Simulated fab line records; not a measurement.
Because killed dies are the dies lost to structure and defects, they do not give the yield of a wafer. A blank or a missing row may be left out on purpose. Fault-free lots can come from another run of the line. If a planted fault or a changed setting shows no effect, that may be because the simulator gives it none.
fab line records	flow sky130
[record] lots = 7	wafers = 21	last-day = 49
route steps=708 shown CONTACT@418 METAL1@434 PAD_OPEN@708
lots with no fault: from the same line, run without faults
start-h: hours from the record's first day to the start of the lot's first wafer shown	wait-h: how many hours have passed since the lot's step before this one	" unchanged from the row above	L1.1+2: one row covering several wafers at once	- value missing, or start not given	* or withheld: withheld	< > ~ a bound
route shown NAME@n: names a module that has steps shown in the file, with the first one's number in the route	usual: mean and standard deviation over wafers with no fault	same: alike in all rows	chamber/n: place in a boat	sites: readings site by site	_std_site: standard deviation across them	_edge_site: the outer-site mean with the inner-site mean subtracted	radius-mm: for every site, how far away it sits from the centre of the wafer	mask NAME#n: copy n	behind: the most recent tool/chamber to have shaped the wafer	hold: reason for holding the lot/hours on hold/outcome of the hold	device: transistor that didn't switch, given as n, p or np	end of line: tests of these same wafers at the route's end	where a step has no rows: the recipe by itself	killed: dies lost to structure and defects at the first sort, not the wafer's yield	map: a wafer's dies, x killed, . not, _ none there
set.NAME: the setting that was run; set.NAME@STEP: the one run at that earlier step	model.NAME: the simulator's own value behind a step, which no gauge read
certain route steps with their lots: each step a table, each wafer a row
services: from which hour (start-h, from the record's first day; less than 0 if before it) a tool's chamber was out of use, for how many hours, and why
[[steps]]
[step SKY_CONTACT_PEB_12]
[recipe] peb-temp-c = withheld	peb-time-s = withheld	resist = KrF-thick
[step SKY_CONTACT_DEVELOP_13]
[recipe] develop-time-s = 60	resist = KrF-thick	dev-temp-c = 21
[step SKY_CONTACT_CD_MEAS_14]
[recipe] target-cd-nm = 170
[usual] cd-nm = 169.5/1.6
lot.wafer	tool	chamber	start-h	wait-h	cd-nm
L792.1	cd-sem-01	-	763.00	-	168.1
L792.5	"	-	"	"	169.3
L792.6	"	-	"	"	169.0
L796.3	cd-sem-01	-	775.67	-	173.3
L796.4	"	-	"	"	173.8
L796.5	"	-	"	"	171.4
L795.1	cd-sem-02	-	775.89	-	169.5
L795.4	"	-	"	"	169.1
L795.6	"	-	"	"	170.1
L804.2	cd-sem-01	-	826.21	-	167.2
L804.4	"	-	"	"	166.6
L804.5	"	-	"	"	167.7
L808.1	cd-sem-02	-	857.55	-	169.8
L808.3	"	-	"	"	169.1
L808.6	"	-	"	"	170.3
L809.4	cd-sem-01	-	862.70	-	171.7
L809.5	"	-	"	"	171.7
L809.6	"	-	"	"	172.1
L810.3	cd-sem-02	-	868.04	-	168.3
L810.4	"	-	"	"	169.5
L810.5	"	-	"	"	168.1
[step SKY_CONTACT_OVL_MEAS_15]
[usual] CONTACT_OVL = 3/6.5
lot.wafer	tool	chamber	start-h	wait-h	CONTACT_OVL[nm]
L792.1	overlay-01	-	763.12	0.1	15
L792.5	"	-	"	"	14
L792.6	"	-	"	"	12
L796.3	overlay-02	-	775.77	0.1	9
L796.4	"	-	"	"	2
L796.5	"	-	"	"	12
L795.1	overlay-02	-	776.01	0.1	18
L795.4	"	-	"	"	17
L795.6	"	-	"	"	15
L804.2	overlay-02	-	826.32	0.1	-1
L804.4	"	-	"	"	-4
L804.5	"	-	"	"	0
L808.1	overlay-01	-	857.67	0.1	-3
L808.3	"	-	"	"	-7
L808.6	"	-	"	"	-9
L809.4	overlay-01	-	862.78	0.1	-2
L809.5	"	-	"	"	2
L809.6	"	-	"	"	-4
L810.3	overlay-02	-	868.13	0.1	-7
L810.4	"	-	"	"	-2
L810.5	"	-	"	"	-2
[step SKY_CONTACT_ETCH_16]
[recipe] chemistry = N2/H2	target = BARC	ion-energy-ev = 200	source-w = 500	bias-w = 100	pressure-mtorr = 30	n2-flow-sccm = 100	h2-flow-sccm = 200	stop-on = SiO2	time-s = 45.9	target-depth-a = 600
[usual] chamber-pressure-mTorr = 30.001/0.027	drypump-motor-current-A = 5.9/0.4	h2-flow-sccm = 200.0/0.65	oes-product-au = 0.855/0.0052	throttle-valve-pct = 13.224/0.0083
lot.wafer	tool	chamber	start-h	wait-h	chamber-pressure-mTorr	drypump-motor-current-A	h2-flow-sccm	oes-product-au	rf-hours-counter-h	throttle-valve-pct
L792.1	rie-diel-03	0	763.16	0.0	29.938	6.0	200.1	0.847	9	13.237
L792.5	"	1	"	"	29.955	5.9	199.3	0.856	-	13.221
L792.6	"	2	"	"	29.997	6.6	199.9	0.862	-	13.214
L796.3	rie-diel-03	1	775.79	0.0	30.003	5.9	200.1	0.857	38	13.232
L796.4	"	2	"	"	29.958	6.6	199.9	0.853	13	13.224
L796.5	"	1	"	"	30.039	5.8	199.3	0.851	-	13.228
L795.1	rie-diel-02	1	776.05	0.0	30.010	5.3	198.9	0.852	10	13.218
L795.4	"	0	"	"	30.037	6.0	199.8	0.856	13	13.221
L795.6	"	1	"	"	29.997	5.3	199.3	0.854	-	13.228
L804.2	rie-diel-02	0	826.35	0.0	30.016	6.0	200.9	0.861	15	13.232
L804.4	"	1	"	"	29.982	5.3	199.7	0.864	12	13.227
L804.5	"	0	"	"	29.981	6.0	199.9	0.857	-	13.230
L808.1	rie-diel-03	2	857.71	0.0	29.998	6.6	199.1	0.862	16	13.230
L808.3	"	3	"	"	29.987	5.7	199.2	0.852	1	13.241
L808.6	"	3	"	"	29.986	5.7	198.7	0.846	-	13.237
L809.4	rie-diel-02	0	862.80	0.0	30.040	6.0	199.6	0.854	16	13.231
L809.5	"	0	"	"	29.973	6.0	199.9	0.859	-	13.235
L809.6	"	3	"	"	29.970	5.6	200.4	0.853	-	13.215
L810.3	rie-diel-04	0	868.16	0.0	30.016	5.6	199.8	0.851	12	13.223
L810.4	"	2	"	"	29.974	6.4	199.8	0.858	13	13.231
L810.5	"	1	"	"	29.985	6.1	199.5	0.860	-	13.235
[step SKY_CONTACT_ETCH_17]
[recipe] target = SiO2	chemistry = C4F8/O2/Ar	stop-on = Si3N4	mask-material = KrF-thick	source-w = 1500	bias-w = 1200	pressure-mtorr = 40	c4f8-flow-sccm = withheld	O2_flow_sccm = 6	Ar_flow_sccm = 300	time-s = withheld	target-depth-a = 3400
[usual] chamber-pressure-mTorr = 40.00/0.038	oes-product-au = 0.891/0.0049
lot.wafer	tool	chamber	start-h	wait-h	chamber-pressure-mTorr	oes-product-au
L792.1	rie-diel-03	0	763.20	0.0	40.06	0.887
L792.5	"	1	"	"	39.98	0.897
L792.6	"	2	"	"	40.04	0.890
L796.3	rie-diel-03	1	775.83	0.0	39.96	0.889
L796.4	"	2	"	"	40.00	0.883
L796.5	"	1	"	"	40.09	0.887
L795.1	rie-diel-02	1	776.09	0.0	39.95	0.887
L795.4	"	0	"	"	39.97	0.887
L795.6	"	1	"	"	40.03	0.890
L804.2	rie-diel-02	0	826.39	0.0	40.02	0.883
L804.4	"	1	"	"	40.00	0.889
L804.5	"	0	"	"	40.05	0.900
L808.1	rie-diel-03	2	857.75	0.0	40.00	0.890
L808.3	"	3	"	"	39.98	0.887
L808.6	"	3	"	"	39.99	0.897
L809.4	rie-diel-02	0	862.84	0.0	40.08	0.892
L809.5	"	0	"	"	40.01	0.889
L809.6	"	3	"	"	39.96	0.894
L810.3	rie-diel-04	0	868.20	0.0	39.95	0.894
L810.4	"	2	"	"	39.97	0.893
L810.5	"	1	"	"	39.98	0.894
[step SKY_CONTACT_ETCH_18]
[recipe] target = Si3N4	chemistry = CHF3/O2	stop-on = TiN	source-w = 600	bias-w = 200	pressure-mtorr = 40	chf3-flow-sccm = 50	O2_flow_sccm = 5	time-s = 39	target-depth-a = 750
[step SKY_CONTACT_STRIP_19]
[recipe] chemistry = O2/N2	power-w = 1400	pressure-mtorr = 1500	platen-temp-c = withheld	o2-flow-sccm = 3000	n2-flow-sccm = 300	overash-fraction = 0.5
[usual] chamber-pressure-mTorr = 1500.0/1.3	drypump-motor-current-A = 5.7/0.34	oes-product-au = 0.381/0.0046	strip-time-to-endpoint-s = 3.62/0.03
lot.wafer	tool	chamber	start-h	wait-h	chamber-pressure-mTorr	drypump-motor-current-A	oes-product-au	rf-hours-counter-h	strip-time-to-endpoint-s
L792.1	plasma-asher-03	0	763.29	-	1498.3	5.5	0.376	2	3.63
L792.5	"	0	"	"	1500.1	5.4	0.382	-	3.60
L792.6	"	1	"	"	1499.2	5.5	0.380	-	3.70
L796.3	plasma-asher-01	1	775.96	-	1499.6	6.4	0.390	-	3.62
L796.4	"	0	"	"	1498.0	5.8	0.384	-	3.67
L796.5	"	1	"	"	1500.9	6.4	0.380	-	3.61
L795.1	plasma-asher-03	1	776.18	-	1498.8	5.5	0.381	3	3.60
L795.4	"	0	"	"	1500.5	5.5	0.370	-	3.64
L795.6	"	1	"	"	1499.2	5.4	0.372	-	3.60
L804.2	plasma-asher-02	1	826.48	-	1499.8	5.4	0.378	38	3.67
L804.4	"	1	"	"	1501.5	5.4	0.391	-	3.66
L804.5	"	0	"	"	1500.9	5.5	0.381	-	3.69
L808.1	plasma-asher-03	1	857.84	-	1498.0	5.4	0.385	11	3.64
L808.3	"	1	"	"	1501.5	5.4	0.390	-	3.58
L808.6	"	0	"	"	1497.3	5.4	0.379	-	3.57
L809.4	plasma-asher-02	0	862.96	-	1499.4	5.5	0.387	-	3.62
L809.5	"	0	"	"	1499.9	5.5	0.386	-	3.61
L809.6	"	1	"	"	1501.9	5.4	0.371	-	3.61
L810.3	plasma-asher-02	1	868.32	-	1500.9	5.4	0.381	-	3.60
L810.4	"	0	"	"	1499.7	5.5	0.380	-	3.60
L810.5	"	1	"	"	1501.1	5.4	0.381	-	3.60
[step SKY_CONTACT_STRIP_20]
[recipe] chemistry = post-etch-residue-remover	time-s = 1200	temp-c = 72.5
[step SKY_CONTACT_CLEAN_21]
[recipe] chemistry = IPA	time-s = 180	temp-c = 25
[step SKY_CONTACT_CLEAN_22]
[recipe] chemistry = O3/DIW	dry = n2-spin
[step SKY_CONTACT_SPUTTER_23]
[recipe] material = TiN	target-thk-nm = 20	chamber-pressure-pa = 5	power-w = 4000	time-s = 80
[usual] throttle-valve-pct = 29.6/1.3
lot.wafer	tool	chamber	start-h	wait-h	throttle-valve-pct
L792.1	pvd-sputter-01	-	763.88	0.0	31.1
L792.5	"	-	"	"	28.6
L792.6	"	-	"	"	31.2
L796.3	pvd-sputter-02	-	776.51	0.0	30.4
L796.4	"	-	"	"	27.8
L796.5	"	-	"	"	31.3
L795.1	pvd-sputter-03	-	776.77	0.0	29.5
L795.4	"	-	"	"	28.6
L795.6	"	-	"	"	28.5
L804.2	pvd-sputter-03	-	827.07	0.0	29.6
L804.4	"	-	"	"	28.7
L804.5	"	-	"	"	28.4
L808.1	pvd-sputter-02	-	858.43	0.0	30.3
L808.3	"	-	"	"	30.1
L808.6	"	-	"	"	27.8
L809.4	pvd-sputter-03	-	863.52	0.0	31.1
L809.5	"	-	"	"	31.2
L809.6	"	-	"	"	29.7
L810.3	pvd-sputter-03	-	868.89	0.0	31.0
L810.4	"	-	"	"	28.4
L810.5	"	-	"	"	29.5
[step SKY_CONTACT_CVD_24]
[recipe] material = W	target-thk-nm = 340	time-s = 102.12	temp-c = 400	pressure-torr = 40
[usual] heater-power-w = 841/35
lot.wafer	tool	chamber	start-h	wait-h	heater-power-w	model.W_of_CONTACT_CVD_24.thk-nm
L792.1	cvd-w-01	1	763.94	0.0	858	336.4
L792.5	"	1	"	"	852	336
L792.6	"	0	"	"	875	337.1
L796.3	cvd-w-01	1	776.61	0.1	855	338.6
L796.4	"	0	"	"	843	344.8
L796.5	"	1	"	"	868	341.5
L795.1	cvd-w-02	1	776.83	0.0	843	340.8
L795.4	"	1	"	"	857	341
L795.6	"	0	"	"	741	337.5
L804.2	cvd-w-01	1	827.13	0.0	883	343.7
L804.4	"	0	"	"	828	341.6
L804.5	"	1	"	"	872	343.5
L808.1	cvd-w-01	0	858.49	0.0	832	343.7
L808.3	"	0	"	"	838	344.4
L808.6	"	1	"	"	883	503.8
L809.4	cvd-w-01	0	863.62	0.1	867	345.5
L809.5	"	1	"	"	869	498.6
L809.6	"	0	"	"	845	342.2
L810.3	cvd-w-01	1	868.98	0.1	858	494.2
L810.4	"	0	"	"	847	343.2
L810.5	"	1	"	"	855	501.6
[step SKY_CONTACT_RS_MEAS_25]
[recipe] thk-meas-gauge = four-point-probe	reads = W_of_CONTACT_CVD_24+TiN_of_CONTACT_SPUTTER_23
[usual] CONTACT_W_RS = 0.336/0.0037
lot.wafer	tool	chamber	start-h	wait-h	CONTACT_W_RS[ohm/sq]
L792.1	film-metro-04	-	764.05	0.1	0.341
L792.5	"	-	"	"	0.342
L792.6	"	-	"	"	0.341
L796.3	film-metro-01	-	776.73	0.1	0.339
L796.4	"	-	"	"	0.333
L796.5	"	-	"	"	0.336
L795.1	film-metro-02	-	776.94	0.1	0.337
L795.4	"	-	"	"	0.336
L795.6	"	-	"	"	0.339
L804.2	film-metro-02	-	827.26	0.1	0.334
L804.4	"	-	"	"	0.336
L804.5	"	-	"	"	0.333
L808.1	film-metro-04	-	858.60	0.1	0.334
L808.3	"	-	"	"	0.333
L808.6	"	-	"	"	0.227
L809.4	film-metro-02	-	863.75	0.1	0.332
L809.5	"	-	"	"	0.229
L809.6	"	-	"	"	0.335
L810.3	film-metro-04	-	869.10	0.1	0.232
L810.4	"	-	"	"	0.334
L810.5	"	-	"	"	0.228
[step SKY_CONTACT_THK_MEAS_26]
[recipe] thk-meas-gauge = xrf	reads = W_of_CONTACT_CVD_24
[usual] CONTACT_W_THK = 349/5.5
lot.wafer	tool	chamber	start-h	wait-h	CONTACT_W_THK[nm]
L792.1	film-metro-04	-	764.17	0.1	347
L792.5	"	-	"	"	345
L792.6	"	-	"	"	346
L796.3	film-metro-01	-	776.83	0.1	340
L796.4	"	-	"	"	347
L796.5	"	-	"	"	344
L795.1	film-metro-02	-	777.06	0.1	346
L795.4	"	-	"	"	345
L795.6	"	-	"	"	341
L804.2	film-metro-02	-	827.37	0.1	355
L804.4	"	-	"	"	352
L804.5	"	-	"	"	354
L808.1	film-metro-04	-	858.72	0.1	356
L808.3	"	-	"	"	353
L808.6	"	-	"	"	527
L809.4	film-metro-02	-	863.84	0.1	355
L809.5	"	-	"	"	523
L809.6	"	-	"	"	354
L810.3	film-metro-04	-	869.20	0.1	503
L810.4	"	-	"	"	348
L810.5	"	-	"	"	513
[step SKY_CONTACT_CMP_27]
[recipe] stop-on = SiO2	t-overpolish-s = 15	down-force-psi = 3.5	platen-rpm = 60	target-thk-nm = 0	pad-velocity-m-s = 0.94248
[usual] motor-current-A = 11.1/1.2	time-to-endpoint-s = 83/3.7
lot.wafer	tool	chamber	start-h	wait-h	motor-current-A	time-to-endpoint-s
L792.1	cmp-01	0	764.33	0.1	12.8	78
L792.6	"	2	"	"	10.8	78
L792.5	"	3	"	"	8.5	80
L796.3	cmp-01	0	776.87	0.0	12.8	76
L796.4	"	3	"	"	9.3	81
L796.5	"	1	"	"	11.3	78
L795.1	cmp-02	3	777.17	0.1	11.4	90
L795.4	"	0	"	"	9.7	83
L795.6	"	3	"	"	12.1	88
L804.2	cmp-02	3	827.47	0.1	12.0	89
L804.4	"	1	"	"	12.0	85
L804.5	"	3	"	"	11.4	90
L808.3	cmp-02	0	858.81	0.1	9.8	85
L808.1	"	2	"	"	10.8	84
L808.6	"	0	"	"	9.7	119
L809.4	cmp-01	2	866.87	3.0	11.5	80
L809.6	"	3	"	"	8.7	83
L809.5	"	0	"	"	12.4	116
L810.4	cmp-01	0	869.42	0.2	12.5	79
L810.3	"	2	"	"	11.4	118
L810.5	"	0	"	"	12.5	119
[step SKY_METAL1_SPUTTER_00]
[recipe] material = Ti	target-thk-nm = 15	power-w = 3000	time-s = 10	chamber-pressure-pa = 0.4
[usual] throttle-valve-pct = 30.1/1.3
lot.wafer	tool	chamber	start-h	wait-h	throttle-valve-pct
L792.1	pvd-sputter-03	-	764.53	0.1	31.5
L792.5	"	-	"	"	31.2
L792.6	"	-	"	"	29.5
L796.3	pvd-sputter-04	-	777.17	0.2	28.8
L796.4	"	-	"	"	30.9
L796.5	"	-	"	"	30.4
L795.1	pvd-sputter-02	-	777.42	0.2	31.6
L795.4	"	-	"	"	30.6
L795.6	"	-	"	"	31.4
L804.2	pvd-sputter-02	-	827.72	0.2	27.7
L804.4	"	-	"	"	30.6
L804.5	"	-	"	"	30.5
L808.1	pvd-sputter-02	-	859.11	0.1	30.1
L808.3	"	-	"	"	27.6
L808.6	"	-	"	"	30.0
L809.4	pvd-sputter-02	-	867.02	0.1	27.6
L809.5	"	-	"	"	29.9
L809.6	"	-	"	"	30.4
L810.3	pvd-sputter-02	-	869.72	0.1	31.4
L810.4	"	-	"	"	27.7
L810.5	"	-	"	"	27.8
[step SKY_PAD_OPEN_PROBE_99]
[usual] killed_at_M0_to_M3 = 44/7.1	killed_at_M4_up = 3.0/1.9	killed-at-contacts = 25/5.6	killed-at-front-end = 14/4.1	killed-at-other = 0.2/0.44	killed-dies = 86/9.1	killed-open = 47/7.4	killed-short = 39/5.7
[same] gross-dies = 492	killed-at-back-side = 0
lot.wafer	tool	chamber	start-h	wait-h	killed_at_M0_to_M3	killed_at_M4_up	killed-at-contacts	killed-at-front-end	killed-at-other	killed-dies	killed-open	killed-short
L808.1	prober-01	-	1165.92	0.1	51	4	30	17	1	103	58	45
L808.3	prober-01	-	1166.02	0.2	61	1	27	18	0	107	59	48
L808.6	prober-01	-	1166.17	0.2	43	5	24	13	0	85	40	45
L809.4	prober-02	-	1169.42	0.2	37	4	31	14	0	86	48	38
L809.5	prober-02	-	1169.47	0.2	54	2	27	15	0	98	58	40
L809.6	prober-02	-	1169.52	0.2	45	3	27	14	0	89	49	40
// killed by level:class
L808.1 CONTACT:geometric-particle:open=14 VIA1:geometric-particle:open=14 METAL2:geometric-particle:short=8 LI_CONTACT:geometric-particle:open=7 VIA3:geometric-particle:open=7 METAL1:geometric-particle:short=6 VIA1:geometric-particle:short=6 POLY_GATE:geometric-particle:open=5
L808.3 VIA2:geometric-particle:open=10 METAL2:geometric-particle:short=10 VIA1:geometric-particle:open=9 CONTACT:geometric-particle:open=8 VIA3:geometric-particle:open=8 LI_CONTACT:geometric-particle:open=7 METAL1:geometric-particle:short=6 FIELD_ISO:geometric-particle:open=5
L808.6 LI_CONTACT:geometric-particle:open=11 METAL3:geometric-particle:short=7 METAL2:geometric-particle:short=6 VIA3:geometric-particle:open=6 CONTACT:geometric-particle:open=4 LI_CONTACT:geometric-particle:short=4 METAL1:geometric-particle:short=4 METAL1:geometric-particle:open=4
L809.4 CONTACT:geometric-particle:open=14 VIA1:geometric-particle:open=8 LI_CONTACT:geometric-particle:open=7 VIA2:geometric-particle:open=7 FIELD_ISO:geometric-particle:short=6 CONTACT:geometric-particle:short=6 METAL2:geometric-particle:short=5 VIA2:geometric-particle:short=4
L809.5 VIA2:geometric-particle:open=12 METAL1:geometric-particle:short=11 VIA1:geometric-particle:open=11 CONTACT:geometric-particle:open=8 LI_CONTACT:geometric-particle:open=7 CONTACT:geometric-particle:short=7 VIA3:geometric-particle:open=7 FIELD_ISO:geometric-particle:short=5
L809.6 CONTACT:geometric-particle:open=10 METAL1:geometric-particle:short=9 VIA1:geometric-particle:open=8 LI_CONTACT:geometric-particle:open=7 VIA2:geometric-particle:open=7 POLY_GATE:geometric-particle:open=5 POLY_GATE:geometric-particle:short=4 LI_CONTACT:geometric-particle:short=4
[[services]]
tool	chamber	start-h	hours	kind
cmp-02	-	744.34	4.0	pm
cvd-w-01	1	744.96	3.1	repair
plasma-asher-01	-	759.35	1.2	repair
pvd-sputter-04	-	771.44	3.4	repair
cmp-01	-	771.98	0.6	repair
pvd-sputter-01	-	782.32	7.8	repair
cmp-02	-	783.56	4.6	pm
pvd-sputter-04	-	783.80	4.6	repair
cmp-01	-	787.74	0.5	repair
cmp-02	-	788.29	11.5	pm
plasma-asher-01	-	792.45	2.2	repair
rie-diel-04	3	794.43	4.7	repair
rie-diel-02	-	800.73	1.5	repair
plasma-asher-01	-	806.03	1.4	repair
pvd-sputter-04	-	814.13	1.9	repair
cmp-02	-	823.24	1.2	repair
rie-diel-02	0	838.67	5.3	repair
rie-diel-03	2	844.74	7.2	repair
pvd-sputter-03	-	846.57	15.1	repair
cmp-01	-	850.40	16.3	repair
pvd-sputter-03	-	854.84	0.6	repair
cvd-w-02	-	862.06	4.0	repair
cmp-01	-	863.52	0.5	repair
cmp-02	-	863.59	28.5	repair
[[key]]
[first-sign] step = SKY_CONTACT_RS_MEAS_25	reading = CONTACT_W_RS	direction = down	sigmas = 29	usual = 0.336	struck = 0.229
[effect] step = SKY_CONTACT_THK_MEAS_26	reading = CONTACT_W_THK	direction = up	sigmas = 30	usual = 349	struck = 517
[effect] step = SKY_CONTACT_CMP_27	reading = time-to-endpoint-s	direction = up	sigmas = 9.6	usual = *	struck = *
[model-effect] step = SKY_CONTACT_CVD_24	value = W_of_CONTACT_CVD_24.thk-nm	without = 339.5	struck = 499.6
met-at SKY_CONTACT_CVD_24
struck-wafers L808.6,L809.5,L810.3,L810.5
tester-left-out L808,L809,L810
onset-between 827.13 858.49
[fault] kind = process-parameter-drift	tool = cvd-w-01	chamber = 1	onset-h = 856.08	steps = SKY_CONTACT_CVD_24	channel = target-thk-nm	offset = 160.03	shape = step	end-h = 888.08	acts-in = these-recipes-only	stated = 340
// tester-left-out: of these lots the tester's yield and bins aren't shown, on N5 and GAA mostly nor the transistor test; their killed dies are dies lost to structure and defects alone, not to doping, threshold or leakage, so they don't give the yield
